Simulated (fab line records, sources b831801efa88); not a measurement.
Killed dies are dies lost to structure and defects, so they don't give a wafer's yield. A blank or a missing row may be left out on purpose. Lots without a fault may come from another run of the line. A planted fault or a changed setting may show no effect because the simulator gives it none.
Problem report in the 8D (eight disciplines) form, filled by code | flow gf180mcu | the parts of the form that need people (team, actions taken, sign-off) are left out

1. THE PROBLEM
rf_fwd_power_W at GF_POLY_GATE_ETCH_12 reads a mean of 413.1 W on 3 wafers of 2 lots; wafers without a fault read 495.2 W with a standard deviation of 2. That is -41 standard deviations from the usual mean.
The step: etches BARC in N2/H2.
First seen on wafer L838.1, day 11 04:46, on rie_diel-01. The record holds 18 wafers of 6 lots with a number at this step. Rule for "out", or "out of limits": more than 4 standard deviations from the usual mean. The other wafers with a number count as sound.

2. WHAT IT IS AND WHAT IT IS NOT
question                    | is                     | is not
which readings at this step | rf_fwd_power_W         | drypump_motor_current_A, oes_product_au, throttle_valve_pct
which lots                  | L838, L839             | L831, L833, L837, L845
which wafers of those lots  | L838.1, L839.4, L839.6 | L838.3, L838.4, L839.1
read on which tools         | rie_diel-01            | rie_diel-03
when                        | from day 11 04:46      | up to then (11 sound wafers); but 4 sound wafers of L839, L845 came after

3. SUSPECTS, AND WHAT RULES EACH OUT
Counting: a tool at a process step up to the reading stays a suspect if it ran every lot that is out. Sound lots after the first of them don't rule it out here, since some wafers of a struck lot are sound.
- rie_diel-01 at GF_POLY_GATE_ETCH_12 (etches BARC in N2/H2): kept. It ran every lot that is out, first L838 (day 11 04:46); its last sound lot up to then is L833 (day 9 20:58). Its own readings are out on those wafers: rf_fwd_power_W.
- Within rie_diel-01 at GF_POLY_GATE_ETCH_12: the wafers that are out ran in chamber 3; their sound lot-mates ran in chambers 0, 1, 2.
Left after counting: rie_diel-01 at GF_POLY_GATE_ETCH_12.

4. THE CAUSE (what the simulator had put in)
Process parameter drift: rie_diel-01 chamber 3, from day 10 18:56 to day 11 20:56, at GF_POLY_GATE_ETCH_12. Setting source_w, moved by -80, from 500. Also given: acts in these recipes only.
Counting left only this tool.

5. THE CHAIN OF EFFECTS, in route order
Each row: a reading whose mean over the struck wafers that have a number lies more than 3 standard deviations from the usual. Only readings for which the record gives a usual standard deviation are gone through. hours: the time from each lot's start at the first step in this table that gives one to its start at this step, as a median over the lots. sigmas: the change in usual standard deviations.
hours | step                 | reading        | usual   | on struck wafers | change | sigmas
0     | GF_POLY_GATE_ETCH_12 | rf_fwd_power_W | 495.2 W | 413.1            | -82.1  | -41
The process steps in it:
- GF_POLY_GATE_ETCH_12: etches BARC in N2/H2.

6. WHAT WOULD HAVE CAUGHT IT SOONER
In this record the first reading out of limits was taken at day 11 04:46, 10 hours after the fault began at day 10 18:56.
